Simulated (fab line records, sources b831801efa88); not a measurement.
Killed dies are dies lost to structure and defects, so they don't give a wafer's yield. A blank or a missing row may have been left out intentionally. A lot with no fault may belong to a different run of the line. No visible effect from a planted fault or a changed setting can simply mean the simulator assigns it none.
Which tool did it? | flow sky130 | 10 lots, 30 wafers sampled, at 3 steps of a route of 708

== WHAT THE GAUGES READ, wafer by wafer ==
SKY_CAPM_RS_MEAS_03: measurement is done with a four-point probe.
lot  | measured     | on           | CAPM_TIN_RS (ohm/sq)
L414 | day 36 07:22 | filmMetro-03 | 6.93 6.99 7.02
L416 | day 36 19:44 | filmMetro-02 | 6.81 6.84 6.80
L417 | day 37 04:47 | filmMetro-04 | 6.73 6.74 6.76
L419 | day 38 05:42 | filmMetro-04 | 5.61 5.61 5.62
L420 | day 38 13:34 | filmMetro-04 | 5.60 5.64 5.57
L429 | day 41 04:41 | filmMetro-04 | 6.88 6.94 6.92
L432 | day 41 21:34 | filmMetro-02 | 6.89 6.82 6.91
L433 | day 42 11:23 | filmMetro-02 | 6.88 6.85 6.86
L435 | day 42 14:36 | filmMetro-04 | 6.88 6.80 6.88
L436 | day 42 19:15 | filmMetro-04 | 6.93 6.93 6.90

== WHICH TOOL RAN EACH LOT (tool, then ch and the chambers of the sampled wafers, then the start) ==
lot  | SKY_VIA2_ETCH_15                  | SKY_CAPM_SPUTTER_02
L414 | rieDiel-04 ch 0,2,3, day 36 05:15 | pvdSputter-03, day 36 07:16
L416 | rieDiel-01 ch 0,1,3, day 36 17:42 | pvdSputter-01, day 36 19:38
L417 | rieDiel-01 ch 0,1,3, day 37 03:00 | pvdSputter-01, day 37 04:40
L419 | rieDiel-01 ch 0,2, day 38 03:51   | pvdSputter-01, day 38 05:34
L420 | rieDiel-03 ch 1,2, day 38 11:52   | pvdSputter-01, day 38 13:26
L429 | rieDiel-04 ch 0,3, day 41 03:01   | pvdSputter-01, day 41 04:35
L432 | rieDiel-03 ch 0,2, day 41 19:52   | pvdSputter-02, day 41 21:25
L433 | rieDiel-04 ch 0,3, day 42 09:43   | pvdSputter-01, day 42 11:16
L435 | rieDiel-03 ch 1,2,3, day 42 12:49 | pvdSputter-01, day 42 14:29
L436 | rieDiel-01 ch 0,1, day 42 17:33   | pvdSputter-01, day 42 19:07
- SKY_VIA2_ETCH_15: etches SiO2 in C4F8/O2/Ar, stops on TiN, target depth 546 nm, time 84 s.
- SKY_CAPM_SPUTTER_02: material TiN, target thk 200 nm, time 166.7 s.

== THE ANSWER, worked out from the rows above alone ==
Rule: the lots themselves supply what counts as usual. The widest of any qualifying gaps counts: lots, ordered by their means at a reading, are off when they make up no more than a third of the lots, leave a main group of 4 or more, and stand apart from it by 3 or more times the standard deviation of that group's means. The tables above print the reading to a certain number of digits; a main group whose means all agree to those digits is not used. Also off: a lot with no number at a reading for which 4 or more lots have one. All remaining lots with rows at the step are treated as sound.
Off: at SKY_CAPM_RS_MEAS_03 (CAPM_TIN_RS), L419, L420. For the main group the mean is 6.87 ohm/sq and the standard deviation 0.067.
A tool fits if, at a process step before that reading, it ran every lot that is off, and no sound lot after the first of them. Those tools and the gauges at SKY_CAPM_RS_MEAS_03 are tried in the same way. Of those tried, none fits.

== WHAT HAD BEEN PUT IN BY THE SIMULATOR ==
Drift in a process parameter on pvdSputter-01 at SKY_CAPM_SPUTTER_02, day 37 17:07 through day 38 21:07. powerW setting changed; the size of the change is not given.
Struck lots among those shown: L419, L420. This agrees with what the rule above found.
